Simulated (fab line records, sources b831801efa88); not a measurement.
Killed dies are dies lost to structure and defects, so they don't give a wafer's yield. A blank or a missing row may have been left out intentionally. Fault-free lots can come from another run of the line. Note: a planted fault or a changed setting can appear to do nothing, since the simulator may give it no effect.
Which tool is to blame? | flow gf180mcu | 72 wafers from 24 lots sampled at 5 of the route's 602 steps

## WHAT THE GAUGES READ, wafer by wafer
GF_V5_BOW_MEAS_05.
lot  | measured     | on            | V5_BOW (um)
L074 | day 28 11:12 | film-metro-03 | 143 140 148
L075 | day 28 22:56 | film-metro-01 | 135 134 129
L076 | day 29 04:07 | film-metro-01 | 134 136 139
L077 | day 29 12:40 | film-metro-02 | 153 142 148
L078 | day 29 16:20 | film-metro-03 | 135 140 141
L079 | day 30 02:54 | film-metro-03 | 151 141 145
L080 | day 30 06:48 | film-metro-02 | 135 143 133
L081 | day 30 13:07 | film-metro-01 | 147 141 130
L082 | day 31 00:29 | film-metro-01 | 148 152 137
L083 | day 31 05:18 | film-metro-02 | 141 137 135
L084 | day 31 12:56 | film-metro-02 | 145 135 148
L085 | day 31 20:08 | film-metro-01 | 122 131 119
L086 | day 31 23:02 | film-metro-02 | 137 136 138
L087 | day 32 04:40 | film-metro-03 | 131 150 130
L088 | day 32 13:53 | film-metro-01 | 133 145 146
L089 | day 32 16:59 | film-metro-01 | 149 138 140
L090 | day 32 22:39 | film-metro-02 | 157 162 161
L091 | day 33 06:02 | film-metro-01 | 135 136 136
L092 | day 33 08:37 | film-metro-01 | 131 117 133
L093 | day 33 15:11 | film-metro-01 | 126 150 131
L094 | day 33 18:55 | film-metro-01 | 122 132 135
L095 | day 34 02:19 | film-metro-01 | 124 132 112
L096 | day 34 08:50 | film-metro-03 | 126 128 131
L097 | day 34 11:19 | film-metro-02 | 133 141 136

## WHICH TOOL RAN EACH LOT (tool, then ch and the chambers of the sampled wafers, then the start)
lot  | GF_M4_SPUTTER_03             | GF_V4_STRIP_18                       | GF_V4_CVD_23                  | GF_MIM_SPUTTER_08
L074 | pvd-sputter-04, day 24 14:22 | plasma-asher-03 ch 0,1, day 26 12:57 | cvd-w-02 ch 0,1, day 26 13:35 | pvd-sputter-03, day 26 14:32
L075 | pvd-sputter-04, day 25 02:28 | plasma-asher-03 ch 0,1, day 27 00:23 | cvd-w-02 ch 0,1, day 27 01:01 | pvd-sputter-01, day 27 01:56
L076 | pvd-sputter-03, day 25 08:19 | plasma-asher-03 ch 0,1, day 27 06:39 | cvd-w-02 ch 0, day 27 07:19   | pvd-sputter-03, day 27 08:16
L077 | pvd-sputter-03, day 25 17:08 | plasma-asher-03 ch 1, day 27 14:56   | cvd-w-02 ch 0,1, day 27 15:37 | pvd-sputter-04, day 27 16:46
L078 | pvd-sputter-04, day 25 21:01 | plasma-asher-02 ch 0,1, day 27 19:24 | cvd-w-02 ch 0,1, day 27 20:02 | pvd-sputter-03, day 27 21:01
L079 | pvd-sputter-04, day 26 08:43 | plasma-asher-02 ch 0,1, day 28 06:06 | cvd-w-01 ch 0,1, day 28 06:44 | pvd-sputter-03, day 28 07:41
L080 | pvd-sputter-03, day 26 13:13 | plasma-asher-04 ch 0,1, day 28 10:00 | cvd-w-02 ch 0,1, day 28 10:38 | pvd-sputter-03, day 28 11:37
L081 | pvd-sputter-04, day 26 19:15 | plasma-asher-04 ch 0,1, day 28 17:02 | cvd-w-01 ch 0,1, day 28 17:41 | pvd-sputter-03, day 28 18:38
L082 | pvd-sputter-02, day 27 10:46 | plasma-asher-02 ch 0,1, day 29 05:28 | cvd-w-02 ch 0, day 29 06:08   | pvd-sputter-03, day 29 07:05
L083 | pvd-sputter-02, day 27 14:23 | plasma-asher-02 ch 0,1, day 29 09:39 | cvd-w-02 ch 0,1, day 29 10:19 | pvd-sputter-03, day 29 11:47
L084 | pvd-sputter-03, day 27 22:57 | plasma-asher-03 ch 0,1, day 29 18:05 | cvd-w-01 ch 0,1, day 29 18:44 | pvd-sputter-01, day 29 19:41
L085 | pvd-sputter-03, day 28 05:55 | plasma-asher-02 ch 0,1, day 30 01:53 | cvd-w-01 ch 0,1, day 30 02:32 | pvd-sputter-03, day 30 03:29
L086 | pvd-sputter-02, day 28 09:31 | plasma-asher-03 ch 0,1, day 30 04:21 | cvd-w-01 ch 0,1, day 30 04:59 | pvd-sputter-01, day 30 05:56
L087 | pvd-sputter-03, day 28 16:08 | plasma-asher-02 ch 0,1, day 30 10:24 | cvd-w-01 ch 0,1, day 30 11:04 | pvd-sputter-04, day 30 12:04
L088 | pvd-sputter-03, day 29 02:16 | plasma-asher-04 ch 0, day 30 20:53   | cvd-w-01 ch 0,1, day 30 21:32 | pvd-sputter-03, day 30 22:29
L089 | pvd-sputter-04, day 29 06:13 | plasma-asher-03 ch 0,1, day 30 23:45 | cvd-w-01 ch 0,1, day 31 00:23 | pvd-sputter-01, day 31 01:20
L090 | pvd-sputter-04, day 29 12:11 | plasma-asher-02 ch 0,1, day 31 05:47 | cvd-w-02 ch 0,1, day 31 06:25 | pvd-sputter-04, day 31 07:20
L091 | pvd-sputter-04, day 29 21:59 | plasma-asher-02 ch 0,1, day 31 14:29 | cvd-w-01 ch 0,1, day 31 15:08 | pvd-sputter-03, day 31 16:05
L092 | pvd-sputter-03, day 30 01:14 | plasma-asher-02 ch 0,1, day 31 17:32 | cvd-w-01 ch 0,1, day 31 18:10 | pvd-sputter-01, day 31 19:05
L093 | pvd-sputter-04, day 30 07:25 | plasma-asher-02 ch 0,1, day 31 23:54 | cvd-w-02 ch 0,1, day 32 00:34 | pvd-sputter-04, day 32 01:46
L094 | pvd-sputter-02, day 30 11:12 | plasma-asher-03 ch 0,1, day 32 03:27 | cvd-w-01 ch 0,1, day 32 04:05 | pvd-sputter-01, day 32 05:02
L095 | pvd-sputter-04, day 30 19:49 | plasma-asher-04 ch 0,1, day 32 11:18 | cvd-w-02 ch 0,1, day 32 11:58 | pvd-sputter-03, day 32 12:55
L096 | pvd-sputter-04, day 31 04:10 | plasma-asher-03 ch 0,1, day 32 18:48 | cvd-w-01 ch 0, day 32 19:26   | pvd-sputter-04, day 32 20:23
L097 | pvd-sputter-02, day 31 07:28 | plasma-asher-04 ch 0,1, day 32 22:20 | cvd-w-01 ch 0,1, day 32 22:58 | pvd-sputter-03, day 32 23:53
- GF_M4_SPUTTER_03: material Ti, target thk 10 nm, time 6.7 s.
- GF_V4_STRIP_18: strips in O2/N2.
- GF_V4_CVD_23: deposits W, target thk 350 nm, time 104.9 s.
- GF_MIM_SPUTTER_08: material AlCu, target thk 200 nm, time 10.6 s.

## AS READ BY THE TOOLS THEMSELVES (means over the sampled wafers that have a number; for cases with no such wafer, the mark the record gives instead)
GF_M4_SPUTTER_03.
lot  | tool           | throttle-valve-pct (%)
L074 | pvd-sputter-04 | 30.2
L075 | pvd-sputter-04 | 30.4
L076 | pvd-sputter-03 | 30.8
L077 | pvd-sputter-03 | 30.7
L078 | pvd-sputter-04 | 30.1
L079 | pvd-sputter-04 | 30.5
L080 | pvd-sputter-03 | 30.4
L081 | pvd-sputter-04 | 30.6
L082 | pvd-sputter-02 | 29.5
L083 | pvd-sputter-02 | 30.3
L084 | pvd-sputter-03 | 30.0
L085 | pvd-sputter-03 | 29.1
L086 | pvd-sputter-02 | 29.7
L087 | pvd-sputter-03 | 30.6
L088 | pvd-sputter-03 | 30.1
L089 | pvd-sputter-04 | 30.0
L090 | pvd-sputter-04 | 30.0
L091 | pvd-sputter-04 | 30.3
L092 | pvd-sputter-03 | 30.3
L093 | pvd-sputter-04 | 30.6
L094 | pvd-sputter-02 | 29.5
L095 | pvd-sputter-04 | 30.2
L096 | pvd-sputter-04 | 30.0
L097 | pvd-sputter-02 | 30.5

GF_V4_STRIP_18.
lot  | tool            | drypump-motor-current-A (A) | heater-power-w (W) | oes-product-au (a.u.)
L074 | plasma-asher-03 | 6.0                         | 304                | 0.597
L075 | plasma-asher-03 | 6.3                         | 298                | 0.594
L076 | plasma-asher-03 | 6.3                         | 300                | 0.594
L077 | plasma-asher-03 | 6.6                         | 298                | 0.590
L078 | plasma-asher-02 | 6.1                         | 364                | 0.602
L079 | plasma-asher-02 | 6.0                         | 336                | 0.592
L080 | plasma-asher-04 | 5.7                         | 335                | 0.591
L081 | plasma-asher-04 | 5.7                         | 335                | 0.589
L082 | plasma-asher-02 | 6.0                         | 337                | 0.592
L083 | plasma-asher-02 | 6.1                         | 363                | 0.593
L084 | plasma-asher-03 | 6.3                         | 296                | 0.600
L085 | plasma-asher-02 | 6.1                         | 359                | 0.590
L086 | plasma-asher-03 | 6.3                         | 294                | 0.597
L087 | plasma-asher-02 | 6.1                         | 367                | 0.593
L088 | plasma-asher-04 | 5.6                         | 377                | 0.591
L089 | plasma-asher-03 | 6.3                         | 296                | 0.593
L090 | plasma-asher-02 | 6.0                         | 332                | 0.595
L091 | plasma-asher-02 | 6.0                         | 340                | 0.594
L092 | plasma-asher-02 | 6.2                         | 366                | 0.588
L093 | plasma-asher-02 | 6.2                         | 373                | 0.596
L094 | plasma-asher-03 | 6.3                         | 296                | 0.593
L095 | plasma-asher-04 | 5.7                         | 356                | 0.592
L096 | plasma-asher-03 | 6.3                         | 299                | 0.590
L097 | plasma-asher-04 | 5.7                         | 337                | 0.594

GF_V4_CVD_23.
lot  | tool     | heater-power-w (W)
L074 | cvd-w-02 | 1022
L075 | cvd-w-02 | 1010
L076 | cvd-w-02 | 1015
L077 | cvd-w-02 | 1006
L078 | cvd-w-02 | 1010
L079 | cvd-w-01 | 771
L080 | cvd-w-02 | 1019
L081 | cvd-w-01 | 774
L082 | cvd-w-02 | 1030
L083 | cvd-w-02 | 1008
L084 | cvd-w-01 | 850
L085 | cvd-w-01 | 848
L086 | cvd-w-01 | 778
L087 | cvd-w-01 | 854
L088 | cvd-w-01 | 853
L089 | cvd-w-01 | 781
L090 | cvd-w-02 | 1008
L091 | cvd-w-01 | 846
L092 | cvd-w-01 | 853
L093 | cvd-w-02 | 1007
L094 | cvd-w-01 | 784
L095 | cvd-w-02 | 1023
L096 | cvd-w-01 | 914
L097 | cvd-w-01 | 770

GF_MIM_SPUTTER_08.
lot  | tool           | throttle-valve-pct (%)
L074 | pvd-sputter-03 | 29.2
L075 | pvd-sputter-01 | 29.4
L076 | pvd-sputter-03 | 29.5
L077 | pvd-sputter-04 | 30.3
L078 | pvd-sputter-03 | 30.5
L079 | pvd-sputter-03 | 29.3
L080 | pvd-sputter-03 | 30.0
L081 | pvd-sputter-03 | 30.6
L082 | pvd-sputter-03 | 30.3
L083 | pvd-sputter-03 | 30.1
L084 | pvd-sputter-01 | 29.2
L085 | pvd-sputter-03 | 29.5
L086 | pvd-sputter-01 | 29.3
L087 | pvd-sputter-04 | 30.5
L088 | pvd-sputter-03 | 29.4
L089 | pvd-sputter-01 | 29.7
L090 | pvd-sputter-04 | 30.3
L091 | pvd-sputter-03 | 30.2
L092 | pvd-sputter-01 | 29.7
L093 | pvd-sputter-04 | 30.3
L094 | pvd-sputter-01 | 29.4
L095 | pvd-sputter-03 | 29.9
L096 | pvd-sputter-04 | 30.3
L097 | pvd-sputter-03 | 29.8

## THE ANSWER, worked out from the rows above alone
Rule: the usual values come from the lots themselves. The widest of any qualifying gaps counts: lots, ordered by their means at a reading, are off when they make up no more than a third of the lots, leave a main group of 4 or more, and stand apart from it by 3 or more times the standard deviation of that group's means. The tables above print the reading to a certain number of digits; a main group whose means all agree to those digits is not used. A lot without any number at a reading at which 4 lots or more have one is off too. The other lots that the step has rows for count as sound. Order of review: gauges by route order, followed by the tools' own readings, for which a lot's mean as printed above is used. At the first step where some lot is off, the reading lying furthest off is the one used; lots without a number count as furthest.
No lot is off at any reading shown: from this, nothing can be told.

## WHAT HAD BEEN PUT IN BY THE SIMULATOR
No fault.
